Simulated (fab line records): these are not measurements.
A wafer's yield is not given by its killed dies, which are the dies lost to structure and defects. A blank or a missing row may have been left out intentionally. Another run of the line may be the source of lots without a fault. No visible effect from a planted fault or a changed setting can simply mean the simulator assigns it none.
What tool caused it? :: flow gf180mcu :: route of 602 steps, sampled at 1 step: 14 lots, 42 wafers

== WHAT THE GAUGES SHOWED, per wafer ==
GF_NSD_OVL_MEAS_08.
lot: L895
measured: day 13 18:11
on: overlay-01
NSD_OVL (nm): -2.0 0.1 -0.3

lot: L896
measured: day 14 01:44
on: overlay-01
NSD_OVL (nm): -2.7 -1.3 -1.7

lot: L897
measured: day 14 10:29
on: overlay-01
NSD_OVL (nm): -1.7 1.3 -1.5

lot: L899
measured: day 15 17:05
on: overlay-02
NSD_OVL (nm): -1.7 -3.0 -0.5

lot: L902
measured: day 16 00:02
on: overlay-02
NSD_OVL (nm): -1.5 -2.9 -1.3

lot: L903
measured: day 16 09:44
on: overlay-01
NSD_OVL (nm): -2.3 -1.1 -0.6

lot: L907
measured: day 17 19:12
on: overlay-02
NSD_OVL (nm): 0.5 -0.8 0.0

lot: L910
measured: day 18 23:01
on: overlay-01
NSD_OVL (nm): -1.3 0.1 -2.3

lot: L912
measured: day 19 13:10
on: overlay-02
NSD_OVL (nm): -1.5 -0.6 0.6

lot: L913
measured: day 20 03:31
on: overlay-01
NSD_OVL (nm): -0.1 -1.3 -0.3

lot: L914
measured: day 20 08:34
on: overlay-02
NSD_OVL (nm): -2.4 1.0 -2.5

lot: L915
measured: day 20 09:47
on: overlay-01
NSD_OVL (nm): 0.5 -2.0 -1.7

lot: L916
measured: day 20 20:20
on: overlay-01
NSD_OVL (nm): 1.4 0.2 0.2

lot: L917
measured: day 21 11:55
on: overlay-01
NSD_OVL (nm): -1.1 -2.7 -1.7

== TOOL THAT RAN EACH LOT (tool first, then ch and the chambers of the sampled wafers, then the start) ==
There is no process step in the record ahead of these readings.

== WHAT THE TOOLS THEMSELVES READ (means of the sampled wafers that have a number; where no wafer has one, the mark that the record gives instead) ==
The record holds no such reading with a usual standard deviation.

== THE ANSWER, worked out from the rows above alone ==
Rule: what is usual is taken from the lots themselves. The widest of any qualifying gaps counts: lots, ordered by their means at a reading, are off when they make up no more than a third of the lots, leave a main group of 4 or more, and stand apart from it by 3 or more times the standard deviation of that group's means. Not used: any main group whose means are identical at the precision the tables above print for the reading. Also off: a lot with no number at a reading for which 4 or more lots have one. The other lots that the step has rows for count as sound. Order of review: gauges by route order, followed by the tools' own readings, for which a lot's mean as printed above is used. At the first step where some lot is off, the reading lying furthest off is the one used; lots without a number count as furthest.
Across all readings shown, no lot is off: no conclusion can be drawn from this.

== WHAT THE SIMULATOR HAD INSERTED ==
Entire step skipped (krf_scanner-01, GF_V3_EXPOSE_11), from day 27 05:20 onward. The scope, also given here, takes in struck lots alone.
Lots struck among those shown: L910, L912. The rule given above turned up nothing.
